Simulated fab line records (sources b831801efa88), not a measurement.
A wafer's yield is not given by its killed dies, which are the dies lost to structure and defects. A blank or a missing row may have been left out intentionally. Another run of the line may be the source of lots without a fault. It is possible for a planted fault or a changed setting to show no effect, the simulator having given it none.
Which tool is to blame? || flow gf180mcu || Sampling: 14 lots, 42 wafers, 3 of 602 route steps

== WHAT THE GAUGES SHOWED, per wafer ==
GF_CONTACT_CD_MEAS_14 targets a cd of 220 nm.
{"lot": "L475", "measured": "day 16 14:08", "on": "cd-sem-02", "cd-nm (nm)": "220.6 219.7 220.4"}
{"lot": "L476", "measured": "day 16 18:42", "on": "cd-sem-02", "cd-nm (nm)": "219.3 220.2 220.1"}
{"lot": "L478", "measured": "day 17 15:40", "on": "cd-sem-01", "cd-nm (nm)": "218.5 220.2 218.0"}
{"lot": "L479", "measured": "day 17 19:27", "on": "cd-sem-02", "cd-nm (nm)": "221.7 221.2 222.3"}
{"lot": "L481", "measured": "day 18 17:08", "on": "cd-sem-02", "cd-nm (nm)": "223.1 222.1 222.5"}
{"lot": "L484", "measured": "day 20 01:58", "on": "cd-sem-01", "cd-nm (nm)": "221.4 221.3 220.4"}
{"lot": "L485", "measured": "day 20 09:05", "on": "cd-sem-02", "cd-nm (nm)": "221.2 220.8 221.6"}
{"lot": "L486", "measured": "day 20 16:49", "on": "cd-sem-02", "cd-nm (nm)": "218.7 219.5 219.7"}
{"lot": "L490", "measured": "day 21 22:22", "on": "cd-sem-02", "cd-nm (nm)": "219.9 220.9 221.9"}
{"lot": "L493", "measured": "day 22 23:10", "on": "cd-sem-02", "cd-nm (nm)": "220.7 221.0 221.8"}
{"lot": "L494", "measured": "day 23 12:28", "on": "cd-sem-01", "cd-nm (nm)": "220.0 221.3 220.6"}
{"lot": "L495", "measured": "day 23 19:28", "on": "cd-sem-02", "cd-nm (nm)": "219.3 219.6 220.4"}
{"lot": "L496", "measured": "day 24 07:56", "on": "cd-sem-02", "cd-nm (nm)": "220.0 220.3 220.5"}
{"lot": "L497", "measured": "day 24 15:46", "on": "cd-sem-01", "cd-nm (nm)": "218.3 219.1 218.9"}

== WHAT TOOL EACH LOT RAN ON (gives the tool, then ch and the chambers of the sampled wafers, and finally the start) ==
{"lot": "L475", "GF_CONTACT_CVD_02": "pecvd-04 ch 0,1, day 15 15:47", "GF_CONTACT_CMP_04": "cmp-01 ch 0,1,2, day 15 15:58"}
{"lot": "L476", "GF_CONTACT_CVD_02": "pecvd-01 ch 0,2, day 15 20:28", "GF_CONTACT_CMP_04": "cmp-02 ch 0,2,3, day 15 20:39"}
{"lot": "L478", "GF_CONTACT_CVD_02": "pecvd-01 ch 0,2, day 16 16:04", "GF_CONTACT_CMP_04": "cmp-02 ch 2,3, day 16 16:14"}
{"lot": "L479", "GF_CONTACT_CVD_02": "pecvd-01 ch 0,1,2, day 16 19:55", "GF_CONTACT_CMP_04": "cmp-02 ch 1,2,3, day 16 20:12"}
{"lot": "L481", "GF_CONTACT_CVD_02": "pecvd-01 ch 0,1,2, day 17 17:21", "GF_CONTACT_CMP_04": "cmp-01 ch 0,2, day 17 17:29"}
{"lot": "L484", "GF_CONTACT_CVD_02": "pecvd-02 ch 0,1,2, day 19 00:59", "GF_CONTACT_CMP_04": "cmp-01 ch 0,1,2, day 19 01:11"}
{"lot": "L485", "GF_CONTACT_CVD_02": "pecvd-01 ch 0,1,2, day 19 08:18", "GF_CONTACT_CMP_04": "cmp-01 ch 1,2,3, day 19 08:32"}
{"lot": "L486", "GF_CONTACT_CVD_02": "pecvd-02 ch 0,1,2, day 19 15:36", "GF_CONTACT_CMP_04": "cmp-02 ch 0,1,3, day 19 15:44"}
{"lot": "L490", "GF_CONTACT_CVD_02": "pecvd-04 ch 1,2, day 20 22:22", "GF_CONTACT_CMP_04": "cmp-02 ch 1,2,3, day 20 22:29"}
{"lot": "L493", "GF_CONTACT_CVD_02": "pecvd-04 ch 0,1, day 21 23:23", "GF_CONTACT_CMP_04": "cmp-02 ch 0,1,3, day 21 23:31"}
{"lot": "L494", "GF_CONTACT_CVD_02": "pecvd-02 ch 0,1,2, day 22 13:28", "GF_CONTACT_CMP_04": "cmp-02 ch 0,2,3, day 22 13:36"}
{"lot": "L495", "GF_CONTACT_CVD_02": "pecvd-02 ch 0,1,2, day 22 20:45", "GF_CONTACT_CMP_04": "cmp-01 ch 0,1,2, day 22 20:56"}
{"lot": "L496", "GF_CONTACT_CVD_02": "pecvd-04 ch 0,1,2, day 23 09:18", "GF_CONTACT_CMP_04": "cmp-02 ch 0,2, day 23 09:26"}
{"lot": "L497", "GF_CONTACT_CVD_02": "pecvd-02 ch 0,1,2, day 23 17:31", "GF_CONTACT_CMP_04": "cmp-01 ch 0,1,2, day 23 17:41"}
- GF_CONTACT_CVD_02: deposits SiO2 from TEOS, target thk 860 nm, time 95.992 s.
- GF_CONTACT_CMP_04: polishes SiO2.

== AS READ BY THE TOOLS THEMSELVES (means over the sampled wafers that have a number; for cases with no such wafer, the mark the record gives instead) ==
GF_CONTACT_CVD_02.
{"lot": "L475", "tool": "pecvd-04", "heater-power-w (W)": 555}
{"lot": "L476", "tool": "pecvd-01", "heater-power-w (W)": 594}
{"lot": "L478", "tool": "pecvd-01", "heater-power-w (W)": 662}
{"lot": "L479", "tool": "pecvd-01", "heater-power-w (W)": 591}
{"lot": "L481", "tool": "pecvd-01", "heater-power-w (W)": 572}
{"lot": "L484", "tool": "pecvd-02", "heater-power-w (W)": 631}
{"lot": "L485", "tool": "pecvd-01", "heater-power-w (W)": 582}
{"lot": "L486", "tool": "pecvd-02", "heater-power-w (W)": 628}
{"lot": "L490", "tool": "pecvd-04", "heater-power-w (W)": 629}
{"lot": "L493", "tool": "pecvd-04", "heater-power-w (W)": 609}
{"lot": "L494", "tool": "pecvd-02", "heater-power-w (W)": 607}
{"lot": "L495", "tool": "pecvd-02", "heater-power-w (W)": 660}
{"lot": "L496", "tool": "pecvd-04", "heater-power-w (W)": 528}
{"lot": "L497", "tool": "pecvd-02", "heater-power-w (W)": 610}

GF_CONTACT_CMP_04.
{"lot": "L475", "tool": "cmp-01", "motor-current-A (A)": 12.0, "time-to-endpoint-s (s)": 104}
{"lot": "L476", "tool": "cmp-02", "motor-current-A (A)": 13.1, "time-to-endpoint-s (s)": 112}
{"lot": "L478", "tool": "cmp-02", "motor-current-A (A)": 13.5, "time-to-endpoint-s (s)": 113}
{"lot": "L479", "tool": "cmp-02", "motor-current-A (A)": 13.6, "time-to-endpoint-s (s)": 110}
{"lot": "L481", "tool": "cmp-01", "motor-current-A (A)": 11.5, "time-to-endpoint-s (s)": 117}
{"lot": "L484", "tool": "cmp-01", "motor-current-A (A)": 12.1, "time-to-endpoint-s (s)": 114}
{"lot": "L485", "tool": "cmp-01", "motor-current-A (A)": 13.5, "time-to-endpoint-s (s)": 113}
{"lot": "L486", "tool": "cmp-02", "motor-current-A (A)": 12.5, "time-to-endpoint-s (s)": 107}
{"lot": "L490", "tool": "cmp-02", "motor-current-A (A)": 13.5, "time-to-endpoint-s (s)": 108}
{"lot": "L493", "tool": "cmp-02", "motor-current-A (A)": 12.6, "time-to-endpoint-s (s)": 108}
{"lot": "L494", "tool": "cmp-02", "motor-current-A (A)": 12.9, "time-to-endpoint-s (s)": 115}
{"lot": "L495", "tool": "cmp-01", "motor-current-A (A)": 12.0, "time-to-endpoint-s (s)": 110}
{"lot": "L496", "tool": "cmp-02", "motor-current-A (A)": 13.8, "time-to-endpoint-s (s)": 106}
{"lot": "L497", "tool": "cmp-01", "motor-current-A (A)": 12.2, "time-to-endpoint-s (s)": 104}

== THE ANSWER, worked out from the rows above alone ==
Rule: usual is defined by the lots themselves. Put in order of their means at a reading, lots are off if they are a third of the lots or fewer, leave a main group of 4 or more, and stand apart from it by a gap of 3 or more times the standard deviation of the main group's means; of several such gaps the widest counts. A main group is skipped when, at the precision printed for the reading in the tables above, its means are all equal. Also off: a lot with no number at a reading for which 4 or more lots have one. The other lots that the step has rows for count as sound. Order of review: gauges by route order, followed by the tools' own readings, for which a lot's mean as printed above is used. At the first step where some lot is off, the reading lying furthest off is the one used; lots without a number count as furthest.
No lot is off at any reading shown: from this, nothing can be told.

== WHAT THE SIMULATOR PUT IN ==
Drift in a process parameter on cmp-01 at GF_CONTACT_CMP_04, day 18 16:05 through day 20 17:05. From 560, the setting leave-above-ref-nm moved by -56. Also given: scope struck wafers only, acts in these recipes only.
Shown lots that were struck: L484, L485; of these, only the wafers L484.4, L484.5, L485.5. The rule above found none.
